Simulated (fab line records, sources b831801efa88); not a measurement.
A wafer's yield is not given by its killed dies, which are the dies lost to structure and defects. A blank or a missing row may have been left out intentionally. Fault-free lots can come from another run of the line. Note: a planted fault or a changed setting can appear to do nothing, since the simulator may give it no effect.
2 desks looking at one fault | flow sky130 | each desk holds nothing but its own numbers, with what lay behind them at the end

== DESK OF THE TOOL OWNER: iline stepper-01 ==
The tool's own readings at SKY_LDD_P_EXPOSE_04 (exposes mask PSDM, target cd 380 nm): means of the sampled wafers that have a number, for each lot that ran on this tool. The brackets show how far a lot's mean lies from the usual mean; more than 4 standard deviations puts the lot out of limits, marked OUT.
Columns: A = exposure dose mJ cm2 at SKY_LDD_P_EXPOSE_04, usual 139.79; B = stage vel mm s at SKY_LDD_P_EXPOSE_04, usual 499.94 mm/s
lot  | first seen here | A                | B
L536 | day 18 18:09    | 139.72           | 499.74
L537 | day 19 21:04    | 139.74           | 499.78
L540 | day 20 16:13    | 133.60 (-44) OUT | 499.72
L542 | day 22 06:10    | 135.04 (-34) OUT | 500.04
L544 | day 22 10:40    | 134.86 (-35) OUT | 500.28
This desk finds L540, L542, L544 out of limits, L540 being first, at day 20 16:13 (exposure dose mJ cm2 at SKY_LDD_P_EXPOSE_04). L536, L537: within limits.

== THE METROLOGY DESK ==
What the gauges read, lot by lot, whatever tool the lot ran on: means of the sampled wafers that have a number. The brackets show how far a lot's mean lies from the usual mean; more than 4 standard deviations puts the lot out of limits, marked OUT.
Columns: A = LDD_N_TW at SKY_LDD_N_TW_MEAS_17, usual 2587; B = cd nm at SKY_LDD_P_CD_MEAS_07, usual 379.6 nm
lot  | first seen here | A    | B
L536 | day 18 03:35    | 2606 | 380.0
L537 | day 19 05:18    | 2603 | 378.5
L540 | day 20 00:54    | 2593 | 364.6 (-7.5) OUT
L542 | day 21 14:31    | 2574 | 368.0 (-5.8) OUT
L544 | day 21 19:29    | 2602 | 371.4 (-4.1) OUT
L546 | day 23 06:07    | 2579 | 380.7
L549 | day 23 14:25    | 2589 | 377.4
L550 | day 23 17:52    | 2600 | 379.3
L552 | day 24 04:10    | 2611 | 383.6
L553 | day 24 21:32    | 2577 | 379.4
L554 | day 24 22:39    | 2577 | 382.4
This desk finds L540, L542, L544 out of limits, L540 being first, at day 21 07:10 (cd nm at SKY_LDD_P_CD_MEAS_07). L536, L537, L546, L549, L550, L552, L553, L554: within limits.

== ALL TOGETHER ==
An alarm could have come from the tool owner's desk at day 20 16:13, on L540, L542, L544.
The metrology desk could have raised an alarm at day 21 07:10, on L540, L542, L544.
Of the lots named, all ran SKY_LDD_P_EXPOSE_04 on iline stepper-01.

== WHAT HAD BEEN PUT IN BY THE SIMULATOR ==
Process parameters drifting: iline stepper-01 at SKY_LDD_P_EXPOSE_04, beginning at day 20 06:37. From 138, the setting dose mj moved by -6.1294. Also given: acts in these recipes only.
Lots struck among those shown: L540, L542, L544.
Time in hours from fault onset to the first out-of-limits reading at each desk: tool owner's desk 10, metrology desk 25.
